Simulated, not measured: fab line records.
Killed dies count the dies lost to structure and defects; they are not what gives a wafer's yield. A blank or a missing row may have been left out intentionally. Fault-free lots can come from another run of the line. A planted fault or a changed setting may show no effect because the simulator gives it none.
Matching of chambers	flow sky130	cmp-02 running SKY_VIA2_CMP_24: 4 sister chambers
The step polishes, stops on SiO2, t overpolish 20 s, target thk 0 nm. 14 wafers are shown with their chamber, then 7 later ones without.

EACH WAFER AND ITS CHAMBER
wafer	chamber	motor current A (A)	overpolish run s (s)	time to endpoint s (s)
L309.2	1	11.8	20.001	101
L309.4	0	10.5	20.011	101
L309.6	1	11.5	20.010	103
L314.4	0	10.7	20.013	94
L314.5	2	11.0	20.001	96
L314.6	3	10.2	20.006	95
L315.1	3	10.0	19.991	94
L315.2	1	11.2	20.001	98
L315.5	1	11.0	20.018	94
L326.2	1	11.7	19.999	107
L326.3	3	10.6	19.987	105
L326.6	3	11.0	19.998	101
L327.1	3	10.4	20.013	104
L327.3	0	10.9	20.012	100

SIGNATURES (means of the wafers above)
reading	chamber 0	chamber 1	chamber 2	chamber 3	scatter within a chamber
motor current A	10.700	11.440	11.000	10.440	0.335
overpolish run s	20.01200	20.00580	20.00100	19.99900	0.00845
time to endpoint s	98.33	100.60	96.00	99.80	4.78
Rule: a wafer lies at a distance from a chamber equal to the root of the sum of squares, over the readings, of (its reading less the chamber's mean, divided by the reading's scatter). If the next closest chamber is less than 2 further off than the closest, the wafer can't be placed; otherwise it belongs to the closest. The scatter: the root of (the sum of the squares of (reading less its chamber's mean) over the shown wafers, divided by (wafers less chambers)).

WAFERS WITHOUT THEIR CHAMBER
wafer	motor current A (A)	overpolish run s (s)	time to endpoint s (s)
L327.4	11.0	19.993	106
L329.1	10.2	19.993	105
L329.4	11.4	20.018	103
L329.6	11.2	20.001	107
L331.2	11.6	19.994	105
L331.4	10.6	19.999	98
L331.5	11.3	20.004	102

WHICH CHAMBER EACH ONE RAN IN
wafer	from the rows above	in truth
L327.4	can't be placed: 3 or 2 or 1 or 0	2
L329.1	can't be placed: 3 or 0 or 2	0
L329.4	can't be placed: 1 or 0 or 2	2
L329.6	can't be placed: 1 or 2 or 0 or 3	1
L331.2	can't be placed: 1 or 2 or 3 or 0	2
L331.4	can't be placed: 3 or 2 or 0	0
L331.5	can't be placed: 1 or 2 or 0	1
Placed correctly: 0 of 7. Can't be placed from these rows: 7 (the true chamber is among the candidates in 7). Wrongly placed: 0.
